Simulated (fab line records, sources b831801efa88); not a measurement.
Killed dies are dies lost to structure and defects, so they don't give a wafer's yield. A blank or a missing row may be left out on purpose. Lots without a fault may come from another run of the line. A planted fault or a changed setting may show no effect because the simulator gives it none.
Chamber matching | flow sky130 | SKY_CONTACT_CMP_27 on cmp-01: 4 sister chambers
The step polishes, stops on SiO2, t overpolish 15 s, target thk 0 nm. 7 wafers are shown with their chamber, then 7 later ones without.

WAFERS WITH THEIR CHAMBER
wafer  | chamber | motor_current_A (A) | time_to_endpoint_s (s)
L768.2 | 0       | 13.4                | 82
L769.4 | 2       | 11.5                | 71
L769.6 | 3       | 11.7                | 78
L770.2 | 2       | 10.6                | 82
L770.6 | 1       | 13.5                | 87
L771.1 | 1       | 13.1                | 86
L771.3 | 3       | 11.9                | 79

WAFERS WITHOUT THEIR CHAMBER
wafer  | motor_current_A (A) | time_to_endpoint_s (s)
L771.5 | 13.3                | 84
L773.1 | 11.3                | 74
L773.2 | 12.9                | 82
L773.5 | 13.6                | 76
L785.1 | 11.3                | 85
L785.2 | 13.0                | 83
L785.4 | 10.8                | 83

WHICH CHAMBER EACH WENT THROUGH
wafer  | from the rows above          | in truth
L771.5 | can't be placed: 0 or 1      | 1
L773.1 | can't be placed: 2 or 3      | 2
L773.2 | can't be placed: 0 or 1 or 3 | 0
L773.5 | can't be placed: 0 or 1      | 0
L785.1 | can't be placed: 3 or 2      | 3
L785.2 | can't be placed: 0 or 1      | 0
L785.4 | can't be placed: 2 or 3      | 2
Placed correctly: 0 of 7. Can't be placed from these rows: 7 (the true chamber is among the candidates in 7). Placed wrongly: 0.
How it was worked out, from the rows above alone: a wafer's distance from a chamber is the root of the sum, over the readings, of the square of ((its reading less the chamber's mean) divided by the reading's scatter). The wafer belongs to the nearest chamber; if the next one is less than 2 further off, it can't be placed. A chamber's mean is the mean of its shown wafers. The scatter: the root of (the sum of the squares of (reading less its chamber's mean) over the shown wafers, divided by (wafers less chambers)).
